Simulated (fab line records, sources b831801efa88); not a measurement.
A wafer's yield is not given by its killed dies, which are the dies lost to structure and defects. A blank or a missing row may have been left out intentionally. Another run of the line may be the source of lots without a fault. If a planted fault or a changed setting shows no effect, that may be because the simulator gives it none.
A struck lot beside a sound one / flow sky130 / 30 out of 708 route steps
Sound: wafers L347.1, L347.3, L347.5. The struck wafers were L355.4, L355.5. The cause is named last.
At each step with rows: each side's tool, then ch and its chambers, then its first start. Under that, the readings that differ: sound wafers / struck wafers / difference of the means / sigmas: that difference in standard deviations of wafers without a fault.
alike: words and numbers the same on both sides, and readings whose means are apart by under 2 such deviations; not compared: readings that were withheld, readings missing a value for some wafer, numbers with overlapping values and no deviation given by the record, and bounds like >300 which may hide the same value.
Wherever a step has rows on one side only, a row that says differs or no value, or a row with sigmas, the two part there. When numbers do not overlap yet have no deviation, they are printed without sigmas and do not part them. A reading that every wafer of one side lacks parts them only if that side has two wafers or more.

SKY_LI_CONTACT_OVL_MEAS_13:
  struck on overlay-02, day 33 07:41; sound on overlay-01, day 30 14:22
  alike: LI_CONTACT_OVL
then, 5 steps without rows for these wafers: SKY_LI_CONTACT_ETCH_14 (etches BARC in N2/H2, stops on SiO2, time 45.9 s, target depth 60 nm); SKY_LI_CONTACT_ETCH_15 (etches PSG in C4F8/O2/Ar, stops on Si, target depth 600 nm); SKY_LI_CONTACT_STRIP_16 (strips in O2/N2); SKY_LI_CONTACT_CLEAN_17 (cleans in NMP, time 600 s); SKY_LI_CONTACT_PRE_CLEAN_18 (time 5.6 s).
SKY_LI_CONTACT_SPUTTER_19: material Ti, target thk 20 nm, time 106.37 s.
  struck on pvdSputter-02, day 33 08:08; sound on pvdSputter-01, day 30 14:49
  alike: throttleValvePct
then, 1 step without rows for these wafers: SKY_LI_CONTACT_SPUTTER_20 (material TiN, target thk 20 nm, time 80 s).
SKY_LI_CONTACT_CVD_21: deposits W, target thk 400 nm, time 120.56 s.
  sound on cvdW-01 ch 0,1, day 30 14:57; struck on cvdW-01 ch 0,1, day 33 08:19
  alike: chamberPressureTorr, heaterPowerW
SKY_LI_CONTACT_RS_MEAS_22: uses a four-point probe to measure.
  struck on filmMetro-04, day 33 08:28; sound on filmMetro-03, day 30 15:05
  alike: LI_CONTACT_W_RS
SKY_LI_CONTACT_THK_MEAS_23: measures by xrf.
  struck on filmMetro-04, day 33 08:33; sound on filmMetro-03, day 30 15:12
  alike: LI_CONTACT_W_THK
SKY_LI_CONTACT_CMP_24: polishes, stops on PSG, t overpolish 20 s, target thk 0 nm.
  sound on cmp-01 ch 0,1,2, day 30 15:16; struck on cmp-01 ch 1,3, day 33 08:41
  alike: motorCurrentA, overpolishRunS, timeToEndpointS
SKY_LOCAL_INTERCONNECT_SPUTTER_00: material TiN, target thk 100 nm, time 83.3 s.
  struck on pvdSputter-04, day 33 08:53; sound on pvdSputter-03, day 30 15:34
reading=model.TiN_of_LOCAL_INTERCONNECT_SPUTTER_00.thkNm (nm); sound=99.16 99.73 99.91; struck=107.5 107.5; difference=+7.9; sigmas=
  alike: throttleValvePct
SKY_LOCAL_INTERCONNECT_RS_MEAS_01: uses a four-point probe to measure.
  struck on filmMetro-01, day 33 09:21; sound on filmMetro-03, day 30 15:37
reading=LOCAL_INTERCONNECT_TIN_RS (ohm/sq); sound=14.27 14.18 14.17; struck=13.10 13.11; difference=-1.10; sigmas=-8
  not compared: hold
SKY_LOCAL_INTERCONNECT_THK_MEAS_02: measures by xrf.
  struck on filmMetro-03, day 33 16:07; sound on filmMetro-03, day 30 15:44
reading=LOCAL_INTERCONNECT_TIN_THK (nm); sound=100.5 101.3 101.8; struck=109.4 109.1; difference=+8.0; sigmas=+7
  not compared: hold
then, 7 steps without rows for these wafers: SKY_LOCAL_INTERCONNECT_HMDS_04 (prime time 60 s); SKY_LOCAL_INTERCONNECT_COAT_05 (resist thk 60 nm); SKY_LOCAL_INTERCONNECT_COAT_06 (resist thk 450 nm); SKY_LOCAL_INTERCONNECT_SOFTBAKE_07 (time 90 s); SKY_LOCAL_INTERCONNECT_EXPOSE_08 (exposes mask LI1M, target cd 170 nm); SKY_LOCAL_INTERCONNECT_PEB_09; SKY_LOCAL_INTERCONNECT_DEVELOP_10 (develop time 60 s).
SKY_LOCAL_INTERCONNECT_CD_MEAS_11 targets a cd of 170 nm.
  struck on cdSem-01, day 34 11:53; sound on cdSem-02, day 31 19:35
  alike: cdNm
SKY_LOCAL_INTERCONNECT_OVL_MEAS_12:
  struck on overlay-02, day 34 11:58; sound on overlay-02, day 31 19:42
  alike: LOCAL_INTERCONNECT_OVL
SKY_LOCAL_INTERCONNECT_ETCH_13: etches BARC in N2/H2, stops on SiO2, time 45.9 s, target depth 60 nm.
  sound on rieMetal-01 ch 1, day 31 19:44; struck on rieMetal-04 ch 0,1, day 34 12:01
reading=biasW (W); sound=100.4 100.5 100.4; struck=99.7 99.4; difference=-0.9; sigmas=-3
reading=oesProductAu (a.u.); sound=0.854 0.850 0.856; struck=0.865 0.861; difference=+0.010; sigmas=+2
  alike: chamberPressureMTorr, drypumpMotorCurrentA, throttleValvePct
  not compared: rfHoursCounterH
SKY_LOCAL_INTERCONNECT_METAL_ETCH_14: etches TiN in Cl2/BCl3, stops on PSG, target depth 110 nm, time 31.4 s.
  sound on rieMetal-01 ch 1, day 31 19:52; struck on rieMetal-04 ch 0,1, day 34 12:04
reading=oesProductAu (a.u.); sound=0.941 0.941 0.944; struck=0.973 0.969; difference=+0.029; sigmas=+4
  alike: biasW, chamberPressureMTorr, drypumpMotorCurrentA, mfcCl2Sccm, throttleValvePct
  not compared: rfHoursCounterH
SKY_LOCAL_INTERCONNECT_STRIP_15: strips in O2/N2.
  sound on plasmaAsher-02 ch 0,1, day 31 19:58; struck on plasmaAsher-03 ch 0, day 34 12:08
  alike: chamberPressureMTorr, drypumpMotorCurrentA, oesProductAu, stripTimeToEndpointS
  not compared: rfHoursCounterH
SKY_LOCAL_INTERCONNECT_STRIP_16: strips in post etch residue remover, time 1200 s.
  sound on wetBench-04 ch 1, day 31 20:04; struck on wetBench-04 ch 1, day 34 12:12
reading=model.TiN_of_LOCAL_INTERCONNECT_SPUTTER_00.thkNm (nm); sound=98.74 99.32 99.49; struck=107.1 107.1; difference=+7.9; sigmas=
  alike: bathGuardTempC
then, 1 step without rows for these wafers: SKY_LOCAL_INTERCONNECT_CLEAN_17 (cleans in IPA, time 180 s).
-- a jump in the record: the struck wafers' starts before and after are 14 days apart (it breaks off in module LOCAL_INTERCONNECT and resumes in module PAD_OPEN, where the first step shown is number 708 of the route) --
SKY_PAD_OPEN_PROBE_99:
  struck on prober-01, day 48 21:06; sound on prober-01, day 46 21:53
reading=model.etest.resLi.lineOhmUm; sound=77.1 76.69 75.16; struck=70.78 70.68; difference=-5.59; sigmas=
reading=model.etest.resLi.rsOhmSq; sound=12.83 12.85 12.73; struck=11.83 11.98; difference=-0.90; sigmas=
  alike: killed_at_M0_to_M3, killed_at_M4_up, killedAtContacts, killedAtFrontEnd, killedAtOther, killedDies, killedOpen, killedShort

WHERE THEY PART
Last at SKY_LOCAL_INTERCONNECT_METAL_ETCH_14 as far as this record goes, first at SKY_LOCAL_INTERCONNECT_RS_MEAS_01. Later steps at which nothing parts them and some readings are alike: SKY_LOCAL_INTERCONNECT_STRIP_15, SKY_LOCAL_INTERCONNECT_STRIP_16, SKY_PAD_OPEN_PROBE_99.

WHY: the cause the simulator had injected
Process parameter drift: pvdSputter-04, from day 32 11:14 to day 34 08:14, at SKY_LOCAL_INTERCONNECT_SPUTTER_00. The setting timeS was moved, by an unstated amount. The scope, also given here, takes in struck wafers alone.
